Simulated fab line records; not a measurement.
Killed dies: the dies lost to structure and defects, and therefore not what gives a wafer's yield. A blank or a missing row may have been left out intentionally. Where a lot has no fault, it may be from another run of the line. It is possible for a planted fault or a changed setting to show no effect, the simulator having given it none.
fab line records    flow sky130
[record] lots = 7  wafers = 21  lastDay = 50
route steps=708 shown VIA1@471 METAL2@483
lots with no fault: from the same line, run without faults
startH: hours from the record's first day to the start of the lot's first wafer shown    waitH: how many hours have passed since the lot's step before this one    " the same as in the row above    L1.1+2: several wafers, shown together as one row    - no value present, or no start provided    * or withheld: withheld    < > ~ a bound
route shown NAME@n: a module of which the file shows steps, and the number in the route of the first    usual: mean/standard deviation taken from wafers without a fault    same: alike in all rows    chamber/n: place in a boat    sites: per-site readings    _std_site: how widely they spread, as a standard deviation    _edge_site: outer sites' mean less inner sites'    radiusMm: for every site, how far away it sits from the centre of the wafer    mask NAME#n: copy n    behind: the last tool/chamber to shape the wafer    hold: why the lot went on hold/how many hours it stayed there/how the hold came to an end    device: names the non-switching transistor (n, p or np)    end of line: the tests these same wafers got at the end of their route    a step without rows: its recipe alone    killed: dies that structure and defects cost at the first sort, which is not the same as the wafer's yield    map: the dies of a wafer, with x for killed, . for not killed, _ for no die there
set.NAME: the setting the step ran with; set.NAME@STEP: the setting that earlier step ran with    model.NAME: the simulator's own value behind a step, which no gauge read
a table for each step, a row for each wafer; lots at some steps of the route
services: a tool's chamber out of use, with start hour (startH, from the record's first day; less than 0 if before it), hours out, and reason
[[steps]]
[step SKY_VIA1_OVL_MEAS_13]
[usual] VIA1_OVL = 2/6.2
lot.wafer  tool        chamber  startH  waitH  VIA1_OVL[nm]
L369.3     overlay-02  -        818.55  0.1    11
L369.5     "           -        "       "      5
L369.6     "           -        "       "      -6
L373.2     overlay-02  -        859.70  0.1    -1
L373.3     "           -        "       "      -2
L373.6     "           -        "       "      7
L380.1     overlay-01  -        910.27  0.1    1
L380.3     "           -        "       "      8
L380.6     "           -        "       "      9
L381.2     overlay-01  -        912.38  0.1    4
L381.4     "           -        "       "      1
L381.5     "           -        "       "      8
L382.4     overlay-02  -        922.33  0.1    0
L382.5     "           -        "       "      -7
L382.6     "           -        "       "      -1
L386.1     overlay-01  -        944.26  0.1    8
L386.2     "           -        "       "      1
L386.3     "           -        "       "      10
L390.2     overlay-01  -        970.62  0.1    -3
L390.3     "           -        "       "      6
L390.6     "           -        "       "      -9
[step SKY_VIA1_ETCH_14]
[recipe] chemistry = N2/H2  target = BARC  ionEnergyEv = 200  sourceW = 500  biasW = 100  pressureMtorr = 30  n2FlowSccm = 100  h2FlowSccm = 200  stopOn = SiO2  timeS = 45.9  targetDepthA = 600
[usual] drypumpMotorCurrentA = 5.7/0.5  oesProductAu = 0.855/0.0045  throttleValvePct = 13.225/0.0084
lot.wafer  tool        chamber  startH  waitH  drypumpMotorCurrentA  oesProductAu  rfHoursCounterH  throttleValvePct
L369.3     rieDiel-01  1        818.58  0.0    6.2                   0.863         13               13.223
L369.5     "           1        "       "      6.2                   0.860         -                13.226
L369.6     "           3        "       "      5.1                   0.856         -                13.216
L373.2     rieDiel-03  2        859.73  0.0    6.2                   0.860         14               13.231
L373.3     "           3        "       "      5.2                   0.854         21               13.218
L373.6     "           2        "       "      6.2                   0.859         -                13.211
L380.1     rieDiel-03  1        910.31  0.0    6.6                   0.860         20               13.213
L380.3     "           2        "       "      6.2                   0.860         15               13.233
L380.6     "           0        "       "      5.7                   0.860         -                13.229
L381.2     rieDiel-03  3        912.41  0.0    5.3                   0.865         23               13.222
L381.4     "           0        "       "      5.7                   0.856         2                13.214
L381.5     "           3        "       "      5.3                   0.854         -                13.232
L382.4     rieDiel-01  3        922.35  0.0    5.0                   0.852         9                13.230
L382.5     "           0        "       "      6.1                   0.844         -                13.226
L382.6     "           3        "       "      5.1                   0.854         -                13.232
L386.1     rieDiel-01  1        944.30  0.0    6.2                   0.851         17               13.232
L386.2     "           3        "       "      5.1                   0.855         9                13.243
L386.3     "           0        "       "      6.1                   0.848         14               13.226
L390.2     rieDiel-01  1        970.65  0.0    6.2                   0.849         18               13.230
L390.3     "           2        "       "      5.8                   0.852         17               13.235
L390.6     "           2        "       "      5.8                   0.851         -                13.237
[step SKY_VIA1_ETCH_15]
[recipe] target = SiO2  chemistry = C4F8/O2/Ar  targetDepthNm = 351  stopOn = TiN  maskMaterial = KrF-thick  sourceW = 1500  biasW = 1200  pressureMtorr = 40  c4f8FlowSccm = withheld  O2_flow_sccm = 6  Ar_flow_sccm = 300  timeS = 54
[usual] oesProductAu = 0.980/0.0055
lot.wafer  tool        chamber  startH  waitH  oesProductAu  rfHoursCounterH
L369.3     rieDiel-01  1        818.62  0.0    0.984         13
L369.5     "           1        "       "      0.981         -
L369.6     "           3        "       "      0.987         -
L373.2     rieDiel-03  2        859.77  0.0    0.988         14
L373.3     "           3        "       "      0.981         21
L373.6     "           2        "       "      0.981         -
L380.1     rieDiel-03  1        910.35  0.0    0.979         20
L380.3     "           2        "       "      0.988         15
L380.6     "           0        "       "      0.989         -
L381.2     rieDiel-03  3        912.45  0.0    0.983         23
L381.4     "           0        "       "      0.985         3
L381.5     "           3        "       "      0.983         -
L382.4     rieDiel-01  3        922.39  0.0    0.975         9
L382.5     "           0        "       "      0.977         -
L382.6     "           3        "       "      0.984         -
L386.1     rieDiel-01  1        944.34  0.0    0.979         17
L386.2     "           3        "       "      0.976         9
L386.3     "           0        "       "      0.979         14
L390.2     rieDiel-01  1        970.69  0.0    0.982         18
L390.3     "           2        "       "      0.982         17
L390.6     "           2        "       "      0.981         -
[step SKY_VIA1_STRIP_16]
[recipe] chemistry = O2/N2  powerW = 1400  pressureMtorr = 1500  platenTempC = withheld  o2FlowSccm = 3000  n2FlowSccm = 300  overashFraction = 0.5
[step SKY_VIA1_STRIP_17]
[recipe] chemistry = postEtchResidueRemover  timeS = 1200  tempC = 72.5
[step SKY_VIA1_CLEAN_18]
[recipe] chemistry = IPA  timeS = 180  tempC = 25
[step SKY_VIA1_CLEAN_19]
[recipe] chemistry = O3/DIW  dry = n2Spin
[step SKY_VIA1_SPUTTER_20]
[recipe] material = TiN  targetThkNm = 20  chamberPressurePa = 5  powerW = 4000  timeS = 80
[usual] cathodeDcPowerW = 4000.0/0.74  chamberPressurePa = 4.999/0.0089  throttleValvePct = 29.6/1.3
lot.wafer  tool           chamber  startH  waitH  cathodeDcPowerW  chamberPressurePa  throttleValvePct
L369.3     pvdSputter-01  -        819.32  0.0    4000.8           4.998              30.5
L369.5     "              -        "       "      3999.9           4.989              28.9
L369.6     "              -        "       "      3999.7           4.994              30.3
L373.2     pvdSputter-03  -        860.41  0.0    3999.2           5.003              30.0
L373.3     "              -        "       "      3999.2           5.008              29.2
L373.6     "              -        "       "      4001.0           5.005              30.1
L380.1     pvdSputter-03  -        911.00  0.0    3999.4           4.989              29.1
L380.3     "              -        "       "      4000.3           4.993              30.2
L380.6     "              -        "       "      3999.7           4.991              29.2
L381.2     pvdSputter-02  -        913.30  0.0    4000.7           5.006              30.7
L381.4     "              -        "       "      3999.9           4.998              29.8
L381.5     "              -        "       "      4000.0           4.990              29.8
L382.4     pvdSputter-02  -        923.12  0.0    4000.6           5.008              31.3
L382.5     "              -        "       "      4000.6           4.987              28.5
L382.6     "              -        "       "      4000.1           4.984              30.7
L386.1     pvdSputter-03  -        945.02  0.0    3999.5           4.995              29.3
L386.2     "              -        "       "      3999.1           5.015              29.7
L386.3     "              -        "       "      4000.5           5.002              26.6
L390.2     pvdSputter-01  -        971.34  0.0    4000.8           5.001              30.7
L390.3     "              -        "       "      4000.8           4.992              29.0
L390.6     "              -        "       "      3999.7           5.002              29.7
[step SKY_VIA1_CVD_21]
[recipe] material = W  targetThkNm = 270  timeS = 80.902  tempC = 400  pressureTorr = 40
[usual] heaterPowerW = 970/41
lot.wafer  tool     chamber  startH  waitH  heaterPowerW
L369.3     cvdW-01  0        819.41  0.1    996
L369.5     "        0        "       "      981
L369.6     "        1        "       "      965
L373.2     cvdW-01  1        860.47  0.0    1002
L373.3     "        1        "       "      959
L373.6     "        0        "       "      1003
L380.1     cvdW-01  0        911.06  0.0    1001
L380.3     "        0        "       "      1005
L380.6     "        0        "       "      990
L381.2     cvdW-01  1        913.36  0.0    975
L381.4     "        0        "       "      985
L381.5     "        1        "       "      987
L382.4     cvdW-02  1        923.21  0.1    900
L382.5     "        0        "       "      956
L382.6     "        1        "       "      919
L386.1     cvdW-01  1        945.08  0.0    975
L386.2     "        0        "       "      1000
L386.3     "        1        "       "      998
L390.2     cvdW-02  1        971.40  0.0    877
L390.3     "        1        "       "      895
L390.6     "        0        "       "      941
[step SKY_VIA1_RS_MEAS_22]
[recipe] thkMeasGauge = four-point-probe  reads = W_of_VIA1_CVD_21+TiN_of_VIA1_SPUTTER_20
[usual] VIA1_W_RS = 0.425/0.0047
lot.wafer  tool          chamber  startH  waitH  VIA1_W_RS[ohm/sq]
L369.3     filmMetro-04  -        819.51  0.1    0.429
L369.5     "             -        "       "      0.433
L369.6     "             -        "       "      0.429
L373.2     filmMetro-02  -        860.58  0.1    0.425
L373.3     "             -        "       "      0.425
L373.6     "             -        "       "      0.428
L380.1     filmMetro-04  -        911.15  0.1    0.423
L380.3     "             -        "       "      0.430
L380.6     "             -        "       "      0.430
L381.2     filmMetro-03  -        913.47  0.1    0.418
L381.4     "             -        "       "      0.427
L381.5     "             -        "       "      0.424
L382.4     filmMetro-03  -        923.36  0.1    0.424
L382.5     "             -        "       "      0.414
L382.6     "             -        "       "      0.427
L386.1     filmMetro-04  -        945.17  0.1    0.421
L386.2     "             -        "       "      0.431
L386.3     "             -        "       "      0.420
L390.2     filmMetro-04  -        971.51  0.1    0.430
L390.3     "             -        "       "      0.428
L390.6     "             -        "       "      0.423
[step SKY_VIA1_THK_MEAS_23]
[recipe] thkMeasGauge = xrf  reads = W_of_VIA1_CVD_21
[usual] VIA1_W_THK = 267/3.4
lot.wafer  tool          chamber  startH  waitH  VIA1_W_THK[nm]
L369.3     filmMetro-04  -        819.61  0.1    262
L369.5     "             -        "       "      261
L369.6     "             -        "       "      263
L373.2     filmMetro-02  -        860.69  0.1    262
L373.3     "             -        "       "      264
L373.6     "             -        "       "      262
L380.1     filmMetro-04  -        911.27  0.1    271
L380.3     "             -        "       "      264
L380.6     "             -        "       "      266
L381.2     filmMetro-03  -        913.58  0.1    270
L381.4     "             -        "       "      264
L381.5     "             -        "       "      266
L382.4     filmMetro-03  -        923.45  0.1    265
L382.5     "             -        "       "      272
L382.6     "             -        "       "      264
L386.1     filmMetro-04  -        945.29  0.1    271
L386.2     "             -        "       "      265
L386.3     "             -        "       "      273
L390.2     filmMetro-04  -        971.62  0.1    265
L390.3     "             -        "       "      267
L390.6     "             -        "       "      271
[step SKY_VIA1_CMP_24]
[recipe] stopOn = SiO2  tOverpolishS = 15  downForcePsi = 3.5  platenRpm = 60  targetThkNm = 0  padVelocityMS = 0.94248
[step SKY_METAL2_SPUTTER_00]
[recipe] material = Ti  targetThkNm = 15  powerW = 3000  timeS = 10  chamberPressurePa = 0.4
[usual] cathodeDcPowerW = 3000.0/0.55  chamberPressurePa = 0.3999/0.00075  throttleValvePct = 29.9/0.91
lot.wafer  tool           chamber  startH  waitH  cathodeDcPowerW  chamberPressurePa  throttleValvePct
L369.3     pvdSputter-04  -        819.95  0.2    3000.4           0.4009             30.5
L369.5     "              -        "       "      3000.0           0.3992             28.9
L369.6     "              -        "       "      3001.2           0.3987             30.6
L373.2     pvdSputter-01  -        861.04  0.2    2999.7           0.4007             30.4
L373.3     "              -        "       "      2999.8           0.3991             30.7
L373.6     "              -        "       "      3000.8           0.3981             29.0
L380.1     pvdSputter-04  -        911.63  0.1    -                -                  -
L380.3     "              -        "       "      -                -                  -
L380.6     "              -        "       "      -                -                  -
L381.2     pvdSputter-01  -        913.93  0.1    -                -                  -
L381.4     "              -        "       "      -                -                  -
L381.5     "              -        "       "      -                -                  -
L382.4     pvdSputter-01  -        924.23  0.1    -                -                  -
L382.5     "              -        "       "      -                -                  -
L382.6     "              -        "       "      -                -                  -
L386.1     pvdSputter-04  -        945.65  0.1    3000.7           0.4011             29.9
L386.2     "              -        "       "      2999.0           0.3999             30.6
L386.3     "              -        "       "      3000.0           0.3994             29.3
L390.2     pvdSputter-02  -        971.97  0.2    3000.9           0.4009             31.7
L390.3     "              -        "       "      3000.2           0.3987             29.9
L390.6     "              -        "       "      2999.8           0.4000             31.4
[step SKY_METAL2_SPUTTER_01]
[recipe] material = TiN  targetThkNm = 20  powerW = 6500  timeS = 16.7  chamberPressurePa = 0.4
[usual] cathodeDcPowerW = 6500.0/1.1  chamberPressurePa = 0.4001/0.00068  throttleValvePct = 29.9/0.86
lot.wafer  tool           chamber  startH  waitH  cathodeDcPowerW  chamberPressurePa  throttleValvePct
L369.3     pvdSputter-04  -        819.97  0.0    6500.3           0.4002             30.7
L369.5     "              -        "       "      6501.0           0.4000             28.7
L369.6     "              -        "       "      6500.2           0.4001             30.7
L373.2     pvdSputter-01  -        861.06  0.0    6500.9           0.3992             30.6
L373.3     "              -        "       "      6500.5           0.4007             30.4
L373.6     "              -        "       "      6501.3           0.3997             29.1
L380.1     pvdSputter-04  -        911.65  0.0    6500.8           0.3995             30.1
L380.3     "              -        "       "      6500.4           0.3988             29.8
L380.6     "              -        "       "      6500.3           0.4006             29.7
L381.2     pvdSputter-01  -        913.96  0.0    6500.1           0.3993             29.4
L381.4     "              -        "       "      6500.2           0.4003             30.5
L381.5     "              -        "       "      6500.6           0.4002             30.4
L382.4     pvdSputter-01  -        924.26  0.0    6499.2           0.4004             29.3
L382.5     "              -        "       "      6498.4           0.4001             29.4
L382.6     "              -        "       "      6500.6           0.4005             30.6
L386.1     pvdSputter-04  -        945.67  0.0    6499.2           0.3998             29.8
L386.2     "              -        "       "      6503.5           0.4003             30.7
L386.3     "              -        "       "      6500.3           0.4005             29.6
L390.2     pvdSputter-02  -        971.99  0.0    6499.1           0.3996             31.5
L390.3     "              -        "       "      6499.8           0.4010             29.7
L390.6     "              -        "       "      6499.4           0.4002             31.3
[[services]]
tool           chamber  startH  hours  kind
pvdSputter-04  -        797.39  6.3    repair
rieDiel-03     0        802.29  -      clean
rieDiel-03     0        802.29  18.7   scheduledDown
rieDiel-03     0        802.29  18.7   ventCycle
pvdSputter-01  -        812.85  0.6    repair
rieDiel-01     2        814.95  5.2    repair
pvdSputter-02  -        815.32  7.7    repair
rieDiel-03     2        835.33  6.9    repair
cvdW-02        -        843.39  1.2    repair
rieDiel-03     0        851.20  11.3   repair
cvdW-01        0        852.92  4.2    repair
pvdSputter-04  -        878.17  1.7    repair
rieDiel-03     -        884.56  0.2    repair
pvdSputter-01  -        897.08  3.7    repair
cvdW-02        -        904.00  14.0   pm
cvdW-02        0        904.00  14.0   ventCycle
cvdW-02        1        904.00  14.0   ventCycle
rieDiel-03     0        912.96  3.5    repair
cvdW-02        0        918.00  -      clean
cvdW-02        1        918.00  -      clean
pvdSputter-04  -        927.74  6.3    repair
pvdSputter-03  -        931.24  2.2    repair
pvdSputter-03  -        937.18  2.4    repair
cvdW-02        -        946.05  14.6   pm
[[key]]
[firstSign] step = SKY_METAL2_SPUTTER_00  reading = toolRecord  direction = missing
effect none on later readings
metAt SKY_METAL2_SPUTTER_00
struckWafers L380.1,L380.3,L380.6,L381.2,L381.4,L381.5,L382.4,L382.5,L382.6
laterRowsLeftOut L380.1,L380.3,L380.6,L381.2,L381.4,L381.5,L382.4,L382.5,L382.6
sortLeftOut L380.1,L380.3,L380.6,L381.2,L381.4,L381.5,L382.4,L382.5,L382.6
onsetBetween 861.04 911.63
[fault] kind = skippedStepWhole  tool = pvdSputter-01,pvdSputter-04  chamber = -  onsetH = 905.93  steps = SKY_METAL2_SPUTTER_00  scope = struckLotsOnly
// sortLeftOut: the simulated sort isn't trusted on such a fault, so these wafers' sort isn't shown, and their yield isn't known
// laterRowsLeftOut: the simulator's readings of these wafers behind a module that went badly wrong aren't trusted and aren't shown, but for the sort
